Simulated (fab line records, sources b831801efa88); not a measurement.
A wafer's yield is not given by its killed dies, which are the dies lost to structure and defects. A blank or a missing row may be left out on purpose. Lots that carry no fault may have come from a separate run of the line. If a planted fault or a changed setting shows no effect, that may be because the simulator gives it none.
fab line records || flow sky130
[record] {"lots": 5, "wafers": 15, "last-day": 49}
route steps=708 shown SD_P@324 RES_XHIGH@332 PAD_OPEN@708
lots that met no fault: taken from a fault-free run of the same line
start-h: hours from the record's first day to the start of the lot's first wafer shown || wait-h: time in hours since the lot's previous step || " identical to the entry in the row above || L1.1+2: one row covering several wafers at once || - value missing, or start not given || * or withheld: withheld || < > ~ a bound
route shown NAME@n: a module of which the file shows steps, and the number in the route of the first || usual: mean and standard deviation over wafers with no fault || same: alike in all rows || chamber/n: place in a boat || sites: the reading at each site || _std_site: standard deviation of those values || _edge_site: inner sites' mean taken away from outer sites' mean || radius-mm: for every site, how far away it sits from the centre of the wafer || mask NAME#n: copy n || behind: the most recent tool/chamber to have shaped the wafer || hold: why the lot went on hold/how many hours it stayed there/how the hold came to an end || device: whichever transistor did not switch (one of n, p or np) || end of line: at the end of the route, the tests of the same wafers || a step with no rows: only its recipe || killed: at the first sort, the dies lost to defects and structure; wafer yield is something else || map: dies across one wafer; x = killed, . = not, _ = none there
set.NAME: the setting the step ran with; set.NAME@STEP: the setting that earlier step ran with || model.NAME: the simulator's own value behind a step, which no gauge read
lots at some steps of the route; a table a step, a row a wafer
services: from which hour (start-h, from the record's first day; less than 0 if before it) a tool's chamber was out of use, for how many hours, and why
[[steps]]
[step SKY_SD_P_EXPOSE_04]
[recipe] {"mask-id": "PSDM", "na": 0.6, "source-shape": "conventional", "sigma-outer": 0.6, "polarization": "unpolarized", "target-cd-nm": 380, "dose-mj": 138}
[step SKY_SD_P_PEB_05]
[recipe] {"temp-c": "withheld", "time-s": "*", "resist": "NOVOLAK"}
[step SKY_SD_P_DEVELOP_06]
[recipe] {"resist": "NOVOLAK", "developer": "TMAH", "develop-time-s": 60, "dev-temp-c": 23}
[step SKY_SD_P_CD_MEAS_07]
[recipe] {"target-cd-nm": 380}
[usual] {"cd-nm": "380.1/2.5"}
{"lot.wafer": "L111.3", "tool": "cd-sem-02", "chamber": "-", "start-h": 599.10, "wait-h": 0.1, "cd-nm": 382.4}
{"lot.wafer": "L111.4", "tool": "cd-sem-02", "chamber": "-", "start-h": 599.10, "wait-h": 0.1, "cd-nm": 380.9}
{"lot.wafer": "L111.5", "tool": "cd-sem-02", "chamber": "-", "start-h": 599.10, "wait-h": 0.1, "cd-nm": 382.0}
{"lot.wafer": "L112.2", "tool": "cd-sem-01", "chamber": "-", "start-h": 606.41, "wait-h": 0.1, "cd-nm": 381.1}
{"lot.wafer": "L112.4", "tool": "cd-sem-01", "chamber": "-", "start-h": 606.41, "wait-h": 0.1, "cd-nm": 379.6}
{"lot.wafer": "L112.6", "tool": "cd-sem-01", "chamber": "-", "start-h": 606.41, "wait-h": 0.1, "cd-nm": 382.6}
{"lot.wafer": "L123.2", "tool": "cd-sem-02", "chamber": "-", "start-h": 696.93, "wait-h": 0.1, "cd-nm": 384.7}
{"lot.wafer": "L123.3", "tool": "cd-sem-02", "chamber": "-", "start-h": 696.93, "wait-h": 0.1, "cd-nm": 384.1}
{"lot.wafer": "L123.4", "tool": "cd-sem-02", "chamber": "-", "start-h": 696.93, "wait-h": 0.1, "cd-nm": 385.0}
{"lot.wafer": "L125.4", "tool": "cd-sem-02", "chamber": "-", "start-h": 718.27, "wait-h": 0.1, "cd-nm": 379.7}
{"lot.wafer": "L125.5", "tool": "cd-sem-02", "chamber": "-", "start-h": 718.27, "wait-h": 0.1, "cd-nm": 379.8}
{"lot.wafer": "L125.6", "tool": "cd-sem-02", "chamber": "-", "start-h": 718.27, "wait-h": 0.1, "cd-nm": 375.8}
{"lot.wafer": "L128.1", "tool": "cd-sem-02", "chamber": "-", "start-h": 739.54, "wait-h": 0.1, "cd-nm": 380.7}
{"lot.wafer": "L128.2", "tool": "cd-sem-02", "chamber": "-", "start-h": 739.54, "wait-h": 0.1, "cd-nm": 376.1}
{"lot.wafer": "L128.3", "tool": "cd-sem-02", "chamber": "-", "start-h": 739.54, "wait-h": 0.1, "cd-nm": 376.2}
[step SKY_SD_P_OVL_MEAS_08]
[usual] {"SD_P_OVL": "1.0/1.6"}
{"lot.wafer": "L111.3", "tool": "overlay-01", "chamber": "-", "start-h": 599.19, "wait-h": 0.1, "SD_P_OVL[nm]": 2.0}
{"lot.wafer": "L111.4", "tool": "overlay-01", "chamber": "-", "start-h": 599.19, "wait-h": 0.1, "SD_P_OVL[nm]": 2.0}
{"lot.wafer": "L111.5", "tool": "overlay-01", "chamber": "-", "start-h": 599.19, "wait-h": 0.1, "SD_P_OVL[nm]": 1.9}
{"lot.wafer": "L112.2", "tool": "overlay-02", "chamber": "-", "start-h": 606.51, "wait-h": 0.1, "SD_P_OVL[nm]": -0.1}
{"lot.wafer": "L112.4", "tool": "overlay-02", "chamber": "-", "start-h": 606.51, "wait-h": 0.1, "SD_P_OVL[nm]": 1.5}
{"lot.wafer": "L112.6", "tool": "overlay-02", "chamber": "-", "start-h": 606.51, "wait-h": 0.1, "SD_P_OVL[nm]": -0.2}
{"lot.wafer": "L123.2", "tool": "overlay-02", "chamber": "-", "start-h": 697.04, "wait-h": 0.1, "SD_P_OVL[nm]": 0.3}
{"lot.wafer": "L123.3", "tool": "overlay-02", "chamber": "-", "start-h": 697.04, "wait-h": 0.1, "SD_P_OVL[nm]": -1.9}
{"lot.wafer": "L123.4", "tool": "overlay-02", "chamber": "-", "start-h": 697.04, "wait-h": 0.1, "SD_P_OVL[nm]": -2.2}
{"lot.wafer": "L125.4", "tool": "overlay-02", "chamber": "-", "start-h": 718.35, "wait-h": 0.1, "SD_P_OVL[nm]": 1.1}
{"lot.wafer": "L125.5", "tool": "overlay-02", "chamber": "-", "start-h": 718.35, "wait-h": 0.1, "SD_P_OVL[nm]": 0.5}
{"lot.wafer": "L125.6", "tool": "overlay-02", "chamber": "-", "start-h": 718.35, "wait-h": 0.1, "SD_P_OVL[nm]": 1.7}
{"lot.wafer": "L128.1", "tool": "overlay-02", "chamber": "-", "start-h": 739.66, "wait-h": 0.1, "SD_P_OVL[nm]": -1.8}
{"lot.wafer": "L128.2", "tool": "overlay-02", "chamber": "-", "start-h": 739.66, "wait-h": 0.1, "SD_P_OVL[nm]": 0.3}
{"lot.wafer": "L128.3", "tool": "overlay-02", "chamber": "-", "start-h": 739.66, "wait-h": 0.1, "SD_P_OVL[nm]": -0.9}
[step SKY_SD_P_IMPLANT_09]
[recipe] {"species": "BF2", "energy-kev": 20, "dose-cm2": 3e+15, "tilt-deg": 0}
[step SKY_SD_P_STRIP_10]
[recipe] {"chemistry": "O2/N2", "power-w": 1400, "pressure-mtorr": 1500, "platen-temp-c": "withheld", "o2-flow-sccm": 3000, "n2-flow-sccm": 300, "overash-fraction": 0.5}
[usual] {"drypump-motor-current-A": "5.9/0.36", "oes-product-au": "0.617/0.0045", "strip-time-to-endpoint-s": "17.48/0.042"}
{"lot.wafer": "L111.3", "tool": "plasma-asher-02", "chamber": 1, "start-h": 599.40, "wait-h": 0.1, "drypump-motor-current-A": 6.3, "oes-product-au": 0.614, "rf-hours-counter-h": "-", "strip-time-to-endpoint-s": 17.50}
{"lot.wafer": "L111.4", "tool": "plasma-asher-02", "chamber": 0, "start-h": 599.40, "wait-h": 0.1, "drypump-motor-current-A": 5.7, "oes-product-au": 0.614, "rf-hours-counter-h": "-", "strip-time-to-endpoint-s": 17.47}
{"lot.wafer": "L111.5", "tool": "plasma-asher-02", "chamber": 1, "start-h": 599.40, "wait-h": 0.1, "drypump-motor-current-A": 6.3, "oes-product-au": 0.621, "rf-hours-counter-h": "-", "strip-time-to-endpoint-s": 17.46}
{"lot.wafer": "L112.2", "tool": "plasma-asher-02", "chamber": 0, "start-h": 606.69, "wait-h": 0.1, "drypump-motor-current-A": 5.8, "oes-product-au": 0.618, "rf-hours-counter-h": 17, "strip-time-to-endpoint-s": 17.42}
{"lot.wafer": "L112.4", "tool": "plasma-asher-02", "chamber": 1, "start-h": 606.69, "wait-h": 0.1, "drypump-motor-current-A": 6.2, "oes-product-au": 0.604, "rf-hours-counter-h": "-", "strip-time-to-endpoint-s": 17.46}
{"lot.wafer": "L112.6", "tool": "plasma-asher-02", "chamber": 0, "start-h": 606.69, "wait-h": 0.1, "drypump-motor-current-A": 5.7, "oes-product-au": 0.619, "rf-hours-counter-h": "-", "strip-time-to-endpoint-s": 17.45}
{"lot.wafer": "L123.2", "tool": "plasma-asher-03", "chamber": 1, "start-h": 697.22, "wait-h": 0.1, "drypump-motor-current-A": 5.5, "oes-product-au": 0.612, "rf-hours-counter-h": 89, "strip-time-to-endpoint-s": 17.50}
{"lot.wafer": "L123.3", "tool": "plasma-asher-03", "chamber": 1, "start-h": 697.22, "wait-h": 0.1, "drypump-motor-current-A": 5.5, "oes-product-au": 0.615, "rf-hours-counter-h": "-", "strip-time-to-endpoint-s": 17.47}
{"lot.wafer": "L123.4", "tool": "plasma-asher-03", "chamber": 0, "start-h": 697.22, "wait-h": 0.1, "drypump-motor-current-A": 5.5, "oes-product-au": 0.616, "rf-hours-counter-h": "-", "strip-time-to-endpoint-s": 17.51}
{"lot.wafer": "L125.4", "tool": "plasma-asher-03", "chamber": 1, "start-h": 718.70, "wait-h": 0.1, "drypump-motor-current-A": 5.6, "oes-product-au": 0.613, "rf-hours-counter-h": "-", "strip-time-to-endpoint-s": 17.51}
{"lot.wafer": "L125.5", "tool": "plasma-asher-03", "chamber": 1, "start-h": 718.70, "wait-h": 0.1, "drypump-motor-current-A": 5.6, "oes-product-au": 0.609, "rf-hours-counter-h": "-", "strip-time-to-endpoint-s": 17.51}
{"lot.wafer": "L125.6", "tool": "plasma-asher-03", "chamber": 0, "start-h": 718.70, "wait-h": 0.1, "drypump-motor-current-A": 5.5, "oes-product-au": 0.622, "rf-hours-counter-h": "-", "strip-time-to-endpoint-s": 17.51}
{"lot.wafer": "L128.1", "tool": "plasma-asher-03", "chamber": 0, "start-h": 739.84, "wait-h": 0.1, "drypump-motor-current-A": 5.5, "oes-product-au": 0.623, "rf-hours-counter-h": 94, "strip-time-to-endpoint-s": 17.56}
{"lot.wafer": "L128.2", "tool": "plasma-asher-03", "chamber": 1, "start-h": 739.84, "wait-h": 0.1, "drypump-motor-current-A": 5.5, "oes-product-au": 0.610, "rf-hours-counter-h": 94, "strip-time-to-endpoint-s": 17.53}
{"lot.wafer": "L128.3", "tool": "plasma-asher-03", "chamber": 1, "start-h": 739.84, "wait-h": 0.1, "drypump-motor-current-A": 5.5, "oes-product-au": 0.616, "rf-hours-counter-h": "-", "strip-time-to-endpoint-s": 17.53}
[step SKY_SD_P_TW_MEAS_11]
[usual] {"SD_P_TW": "2833/18"}
{"lot.wafer": "L111.3", "tool": "film-metro-03", "chamber": "-", "start-h": 599.49, "wait-h": 0.1, "SD_P_TW": 2826}
{"lot.wafer": "L111.4", "tool": "film-metro-03", "chamber": "-", "start-h": 599.49, "wait-h": 0.1, "SD_P_TW": 2853}
{"lot.wafer": "L111.5", "tool": "film-metro-03", "chamber": "-", "start-h": 599.49, "wait-h": 0.1, "SD_P_TW": 2823}
{"lot.wafer": "L112.2", "tool": "film-metro-04", "chamber": "-", "start-h": 606.80, "wait-h": 0.1, "SD_P_TW": 2817}
{"lot.wafer": "L112.4", "tool": "film-metro-04", "chamber": "-", "start-h": 606.80, "wait-h": 0.1, "SD_P_TW": 2811}
{"lot.wafer": "L112.6", "tool": "film-metro-04", "chamber": "-", "start-h": 606.80, "wait-h": 0.1, "SD_P_TW": 2815}
{"lot.wafer": "L123.2", "tool": "film-metro-04", "chamber": "-", "start-h": 697.33, "wait-h": 0.1, "SD_P_TW": 2815}
{"lot.wafer": "L123.3", "tool": "film-metro-04", "chamber": "-", "start-h": 697.33, "wait-h": 0.1, "SD_P_TW": 2800}
{"lot.wafer": "L123.4", "tool": "film-metro-04", "chamber": "-", "start-h": 697.33, "wait-h": 0.1, "SD_P_TW": 2818}
{"lot.wafer": "L125.4", "tool": "film-metro-03", "chamber": "-", "start-h": 718.80, "wait-h": 0.1, "SD_P_TW": 2835}
{"lot.wafer": "L125.5", "tool": "film-metro-03", "chamber": "-", "start-h": 718.80, "wait-h": 0.1, "SD_P_TW": 2829}
{"lot.wafer": "L125.6", "tool": "film-metro-03", "chamber": "-", "start-h": 718.80, "wait-h": 0.1, "SD_P_TW": 2840}
{"lot.wafer": "L128.1", "tool": "film-metro-03", "chamber": "-", "start-h": 739.94, "wait-h": 0.1, "SD_P_TW": 2837}
{"lot.wafer": "L128.2", "tool": "film-metro-03", "chamber": "-", "start-h": 739.94, "wait-h": 0.1, "SD_P_TW": 2821}
{"lot.wafer": "L128.3", "tool": "film-metro-03", "chamber": "-", "start-h": 739.94, "wait-h": 0.1, "SD_P_TW": 2812}
[step SKY_RES_XHIGH_DEHYDRATE_00]
[recipe] {"temp-c": 200, "time-s": 60}
[step SKY_RES_XHIGH_HMDS_01]
[recipe] {"prime-time-s": 60, "prime-temp-c": 120}
[step SKY_RES_XHIGH_COAT_02]
[recipe] {"resist": "NOVOLAK", "spin-rpm": 3000, "resist-thk-nm": 1140}
[step SKY_RES_XHIGH_SOFTBAKE_03]
[recipe] {"temp-c": 90, "time-s": 60, "resist": "NOVOLAK"}
[step SKY_RES_XHIGH_EXPOSE_04]
[recipe] {"mask-id": "URPM", "na": 0.6, "source-shape": "conventional", "sigma-outer": 0.6, "polarization": "unpolarized", "target-cd-nm": 1270, "dose-mj": 140}
[usual] {"reticle-temp-C": "23.00/0.11"}
{"lot.wafer": "L111.3", "tool": "iline-stepper-01", "chamber": 0, "start-h": 613.37, "wait-h": "-", "mask": "URPM#0", "reticle-temp-C": 22.72}
{"lot.wafer": "L111.4", "tool": "iline-stepper-01", "chamber": 0, "start-h": 613.37, "wait-h": "-", "mask": "URPM#0", "reticle-temp-C": 22.86}
{"lot.wafer": "L111.5", "tool": "iline-stepper-01", "chamber": 0, "start-h": 613.37, "wait-h": "-", "mask": "URPM#0", "reticle-temp-C": 22.79}
{"lot.wafer": "L112.2", "tool": "iline-stepper-01", "chamber": 0, "start-h": 621.93, "wait-h": "-", "mask": "URPM_R1#0", "reticle-temp-C": 23.05}
{"lot.wafer": "L112.4", "tool": "iline-stepper-01", "chamber": 0, "start-h": 621.93, "wait-h": "-", "mask": "URPM_R1#0", "reticle-temp-C": 22.92}
{"lot.wafer": "L112.6", "tool": "iline-stepper-01", "chamber": 0, "start-h": 621.93, "wait-h": "-", "mask": "URPM_R1#0", "reticle-temp-C": 23.14}
{"lot.wafer": "L123.2", "tool": "iline-stepper-02", "chamber": 0, "start-h": 711.83, "wait-h": "-", "mask": "URPM#0", "reticle-temp-C": 22.90}
{"lot.wafer": "L123.3", "tool": "iline-stepper-02", "chamber": 0, "start-h": 711.83, "wait-h": "-", "mask": "URPM#0", "reticle-temp-C": 22.96}
{"lot.wafer": "L123.4", "tool": "iline-stepper-02", "chamber": 0, "start-h": 711.83, "wait-h": "-", "mask": "URPM#0", "reticle-temp-C": 22.97}
{"lot.wafer": "L125.4", "tool": "iline-stepper-02", "chamber": 0, "start-h": 732.12, "wait-h": "-", "mask": "URPM#0", "reticle-temp-C": 23.19}
{"lot.wafer": "L125.5", "tool": "iline-stepper-02", "chamber": 0, "start-h": 732.12, "wait-h": "-", "mask": "URPM#0", "reticle-temp-C": 23.00}
{"lot.wafer": "L125.6", "tool": "iline-stepper-02", "chamber": 0, "start-h": 732.12, "wait-h": "-", "mask": "URPM#0", "reticle-temp-C": 23.17}
{"lot.wafer": "L128.1", "tool": "iline-stepper-02", "chamber": 0, "start-h": 753.53, "wait-h": "-", "mask": "URPM#0", "reticle-temp-C": 22.89}
{"lot.wafer": "L128.2", "tool": "iline-stepper-02", "chamber": 0, "start-h": 753.53, "wait-h": "-", "mask": "URPM#0", "reticle-temp-C": 22.93}
{"lot.wafer": "L128.3", "tool": "iline-stepper-02", "chamber": 0, "start-h": 753.53, "wait-h": "-", "mask": "URPM#0", "reticle-temp-C": 23.06}
[step SKY_RES_XHIGH_PEB_05]
[recipe] {"temp-c": "withheld", "time-s": "*", "resist": "NOVOLAK"}
[step SKY_PAD_OPEN_PROBE_99]
[usual] {"defect-limited-yield": "82.6/1.8", "killed_at_M0_to_M3": "43/6.3", "killed_at_M4_up": "3.0/1.6", "killed-at-contacts": "25/5", "killed-at-front-end": "15/4.4", "killed-at-other": "0.3/0.8", "killed-dies": "85/8.7", "killed-open": "47/6.9", "killed-short": "38/6.3", "sort_bin_3_pad_short": "0.9/0.39", "sort_bin_5_function": "10.3/1.3", "sort_bin_6_memory": "6.2/1.1", "sort-n-pass": "407/8.8", "sort-yield-pct": "82.6/1.8"}
[same] {"gross-dies": 492, "killed-at-back-side": 0, "sort_bin_4_leakage[%]": 0, "sort_bin_8_speed[%]": 0}
{"lot.wafer": "L111.3", "tool": "prober-02", "chamber": "-", "start-h": 1083.64, "wait-h": 0.2, "defect-limited-yield[%]": 79.5, "killed_at_M0_to_M3": 51, "killed_at_M4_up": 2, "killed-at-contacts": 29, "killed-at-front-end": 19, "killed-at-other": 0, "killed-dies": 101, "killed-open": 58, "killed-short": 43, "sort_bin_3_pad_short[%]": 1.2, "sort_bin_5_function[%]": 10.6, "sort_bin_6_memory[%]": 8.7, "sort-n-pass": 391, "sort-yield-pct[%]": 79.5}
{"lot.wafer": "L111.4", "tool": "prober-02", "chamber": "-", "start-h": 1083.69, "wait-h": 0.2, "defect-limited-yield[%]": 83.1, "killed_at_M0_to_M3": 49, "killed_at_M4_up": 3, "killed-at-contacts": 19, "killed-at-front-end": 12, "killed-at-other": 0, "killed-dies": 83, "killed-open": 48, "killed-short": 35, "sort_bin_3_pad_short[%]": 0.4, "sort_bin_5_function[%]": 10.8, "sort_bin_6_memory[%]": 5.7, "sort-n-pass": 409, "sort-yield-pct[%]": 83.1}
{"lot.wafer": "L111.5", "tool": "prober-02", "chamber": "-", "start-h": 1083.74, "wait-h": 0.2, "defect-limited-yield[%]": 83.5, "killed_at_M0_to_M3": 55, "killed_at_M4_up": 2, "killed-at-contacts": 16, "killed-at-front-end": 8, "killed-at-other": 0, "killed-dies": 81, "killed-open": 50, "killed-short": 31, "sort_bin_3_pad_short[%]": 1.0, "sort_bin_5_function[%]": 10.2, "sort_bin_6_memory[%]": 5.3, "sort-n-pass": 411, "sort-yield-pct[%]": 83.5}
{"lot.wafer": "L123.2", "tool": "prober-02", "chamber": "-", "start-h": 1154.14, "wait-h": 0.1, "defect-limited-yield[%]": 83.7, "killed_at_M0_to_M3": 41, "killed_at_M4_up": 6, "killed-at-contacts": 20, "killed-at-front-end": 13, "killed-at-other": 0, "killed-dies": 80, "killed-open": 42, "killed-short": 38, "sort_bin_3_pad_short[%]": 1.2, "sort_bin_5_function[%]": 9.3, "sort_bin_6_memory[%]": 5.7, "sort-n-pass": 412, "sort-yield-pct[%]": 83.7}
{"lot.wafer": "L123.3", "tool": "prober-02", "chamber": "-", "start-h": 1154.19, "wait-h": 0.2, "defect-limited-yield[%]": 82.1, "killed_at_M0_to_M3": 49, "killed_at_M4_up": 2, "killed-at-contacts": 24, "killed-at-front-end": 13, "killed-at-other": 0, "killed-dies": 88, "killed-open": 43, "killed-short": 45, "sort_bin_3_pad_short[%]": 1.2, "sort_bin_5_function[%]": 10.8, "sort_bin_6_memory[%]": 5.9, "sort-n-pass": 404, "sort-yield-pct[%]": 82.1}
{"lot.wafer": "L123.4", "tool": "prober-02", "chamber": "-", "start-h": 1154.24, "wait-h": 0.2, "defect-limited-yield[%]": 82.7, "killed_at_M0_to_M3": 45, "killed_at_M4_up": 6, "killed-at-contacts": 18, "killed-at-front-end": 16, "killed-at-other": 0, "killed-dies": 85, "killed-open": 53, "killed-short": 32, "sort_bin_3_pad_short[%]": 1.2, "sort_bin_5_function[%]": 10.2, "sort_bin_6_memory[%]": 5.9, "sort-n-pass": 407, "sort-yield-pct[%]": 82.7}
{"lot.wafer": "L125.4", "tool": "prober-01", "chamber": "-", "start-h": 1167.93, "wait-h": 0.2, "defect-limited-yield[%]": 82.3, "killed_at_M0_to_M3": 38, "killed_at_M4_up": 4, "killed-at-contacts": 28, "killed-at-front-end": 13, "killed-at-other": 4, "killed-dies": 87, "killed-open": 49, "killed-short": 34, "sort_bin_3_pad_short[%]": 0.8, "sort_bin_5_function[%]": 11.4, "sort_bin_6_memory[%]": 5.5, "sort-n-pass": 405, "sort-yield-pct[%]": 82.3}
{"lot.wafer": "L125.5", "tool": "prober-01", "chamber": "-", "start-h": 1167.98, "wait-h": 0.2, "defect-limited-yield[%]": 80.1, "killed_at_M0_to_M3": 45, "killed_at_M4_up": 5, "killed-at-contacts": 32, "killed-at-front-end": 16, "killed-at-other": 0, "killed-dies": 98, "killed-open": 51, "killed-short": 47, "sort_bin_3_pad_short[%]": 0.8, "sort_bin_5_function[%]": 12.4, "sort_bin_6_memory[%]": 6.7, "sort-n-pass": 394, "sort-yield-pct[%]": 80.1}
{"lot.wafer": "L125.6", "tool": "prober-01", "chamber": "-", "start-h": 1168.03, "wait-h": 0.2, "defect-limited-yield[%]": 82.3, "killed_at_M0_to_M3": 44, "killed_at_M4_up": 2, "killed-at-contacts": 25, "killed-at-front-end": 16, "killed-at-other": 0, "killed-dies": 87, "killed-open": 42, "killed-short": 45, "sort_bin_3_pad_short[%]": 0.6, "sort_bin_5_function[%]": 10.0, "sort_bin_6_memory[%]": 7.1, "sort-n-pass": 405, "sort-yield-pct[%]": 82.3}
{"lot.wafer": "L128.1", "tool": "prober-01", "chamber": "-", "start-h": 1179.36, "wait-h": 0.1, "defect-limited-yield[%]": 84.8, "killed_at_M0_to_M3": 35, "killed_at_M4_up": 4, "killed-at-contacts": 23, "killed-at-front-end": 13, "killed-at-other": 0, "killed-dies": 75, "killed-open": 36, "killed-short": 39, "sort_bin_3_pad_short[%]": 1.0, "sort_bin_5_function[%]": 9.8, "sort_bin_6_memory[%]": 4.5, "sort-n-pass": 417, "sort-yield-pct[%]": 84.8}
{"lot.wafer": "L128.2", "tool": "prober-01", "chamber": "-", "start-h": 1179.41, "wait-h": 0.1, "defect-limited-yield[%]": 83.3, "killed_at_M0_to_M3": 36, "killed_at_M4_up": 1, "killed-at-contacts": 26, "killed-at-front-end": 19, "killed-at-other": 0, "killed-dies": 82, "killed-open": 47, "killed-short": 35, "sort_bin_3_pad_short[%]": 0.6, "sort_bin_5_function[%]": 10.6, "sort_bin_6_memory[%]": 5.5, "sort-n-pass": 410, "sort-yield-pct[%]": 83.3}
{"lot.wafer": "L128.3", "tool": "prober-01", "chamber": "-", "start-h": 1179.46, "wait-h": 0.2, "defect-limited-yield[%]": 83.9, "killed_at_M0_to_M3": 38, "killed_at_M4_up": 1, "killed-at-contacts": 28, "killed-at-front-end": 12, "killed-at-other": 0, "killed-dies": 79, "killed-open": 53, "killed-short": 26, "sort_bin_3_pad_short[%]": 0.8, "sort_bin_5_function[%]": 10.0, "sort_bin_6_memory[%]": 5.3, "sort-n-pass": 413, "sort-yield-pct[%]": 83.9}
// killed by level:class
L111.3 VIA1:geometric-particle:open=14 CONTACT:geometric-particle:open=10 LI_CONTACT:geometric-particle:open=8 VIA3:geometric-particle:open=8 VIA1:geometric-particle:short=6 CONTACT:geometric-particle:short=6 VIA2:geometric-particle:short=6 METAL2:geometric-particle:short=5
L111.4 VIA1:geometric-particle:open=17 CONTACT:geometric-particle:open=9 VIA1:geometric-particle:short=9 VIA2:geometric-particle:open=6 METAL1:geometric-particle:short=5 LI_CONTACT:geometric-particle:open=4 POLY_GATE:geometric-particle:short=3 POLY_CUT:geometric-particle:open=3
L111.5 VIA1:geometric-particle:open=18 CONTACT:geometric-particle:open=9 VIA2:geometric-particle:open=8 METAL2:geometric-particle:short=7 VIA1:geometric-particle:short=5 METAL1:geometric-particle:short=4 VIA3:geometric-particle:open=4 LI_CONTACT:geometric-particle:open=3
L123.2 METAL2:geometric-particle:short=8 VIA2:geometric-particle:open=8 VIA1:geometric-particle:open=7 LI_CONTACT:geometric-particle:open=6 CONTACT:geometric-particle:open=6 VIA3:geometric-particle:open=5 METAL1:geometric-particle:short=4 FIELD_ISO:geometric-particle:short=3
L123.3 VIA3:geometric-particle:open=10 VIA2:geometric-particle:open=9 CONTACT:geometric-particle:open=8 LI_CONTACT:geometric-particle:open=6 CONTACT:geometric-particle:short=6 VIA2:geometric-particle:short=6 METAL1:geometric-particle:short=5 METAL2:geometric-particle:short=5
L123.4 VIA1:geometric-particle:open=13 CONTACT:geometric-particle:open=7 VIA2:geometric-particle:open=7 VIA3:geometric-particle:open=7 POLY_GATE:geometric-particle:open=6 METAL2:geometric-particle:short=6 CONTACT:geometric-particle:short=5 VIA1:geometric-particle:short=4
L125.4 VIA1:geometric-particle:open=10 CONTACT:geometric-particle:open=9 LI_CONTACT:geometric-particle:open=8 VIA2:geometric-particle:open=6 VIA3:geometric-particle:open=6 VIA1:geometric-particle:short=5 LI_CONTACT:geometric-particle:short=4 CONTACT:geometric-particle:short=4
L125.5 VIA1:geometric-particle:open=14 CONTACT:geometric-particle:open=9 VIA3:geometric-particle:open=7 LI_CONTACT:geometric-particle:open=7 LOCAL_INTERCONNECT:geometric-particle:short=7 METAL1:geometric-particle:short=6 METAL2:geometric-particle:short=6 POLY_GATE:geometric-particle:short=5
L125.6 LI_CONTACT:geometric-particle:open=8 VIA1:geometric-particle:open=8 CONTACT:geometric-particle:open=7 METAL1:geometric-particle:short=7 VIA3:geometric-particle:open=7 METAL2:geometric-particle:short=6 FIELD_ISO:geometric-particle:short=5 POLY_GATE:geometric-particle:short=5
L128.1 CONTACT:geometric-particle:open=11 VIA1:geometric-particle:open=10 METAL2:geometric-particle:short=9 METAL1:geometric-particle:short=6 LOCAL_INTERCONNECT:geometric-particle:short=5 POLY_GATE:geometric-particle:open=5 FIELD_ISO:geometric-particle:short=4 CONTACT:geometric-particle:short=4
L128.2 LI_CONTACT:geometric-particle:open=10 POLY_GATE:geometric-particle:open=6 FIELD_ISO:geometric-particle:open=5 LOCAL_INTERCONNECT:geometric-particle:short=5 CONTACT:geometric-particle:open=5 METAL1:geometric-particle:short=4 VIA1:geometric-particle:open=4 VIA2:geometric-particle:open=4
L128.3 CONTACT:geometric-particle:open=14 VIA1:geometric-particle:open=11 FIELD_ISO:geometric-particle:open=8 VIA3:geometric-particle:open=7 METAL1:geometric-particle:short=6 CONTACT:geometric-particle:short=4 VIA2:geometric-particle:open=4 LOCAL_INTERCONNECT:geometric-particle:short=3
[[services]]
{"tool": "iline-stepper-01", "chamber": "-", "start-h": 605.99, "hours": 1.7, "kind": "pm"}
{"tool": "iline-stepper-02", "chamber": "-", "start-h": 636.50, "hours": 0.6, "kind": "repair"}
{"tool": "iline-stepper-01", "chamber": "-", "start-h": 658.86, "hours": 1.2, "kind": "repair"}
{"tool": "iline-stepper-02", "chamber": "-", "start-h": 705.33, "hours": 1.7, "kind": "pm"}
{"tool": "plasma-asher-02", "chamber": "-", "start-h": 729.60, "hours": 15.6, "kind": "pm"}
[[key]]
[first-sign] {"step": "SKY_RES_XHIGH_EXPOSE_04", "reading": "mask", "direction": "changed"}
effect none on later readings
met-at SKY_RES_XHIGH_EXPOSE_04
struck-wafers L112.2,L112.4,L112.6
rows-end L112.2,L112.4,L112.6
onset-between 613.37 621.93
[fault] {"kind": "wrong-mask", "tool": "any", "chamber": "-", "onset-h": 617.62, "steps": "SKY_RES_XHIGH_EXPOSE_04", "aux-copy": "URPM_R1#0", "cd-offset-nm": 190, "scope": "struck-lots-only"}
// rows-end: these wafers met a further fault down the route, and their rows from its step on are left out
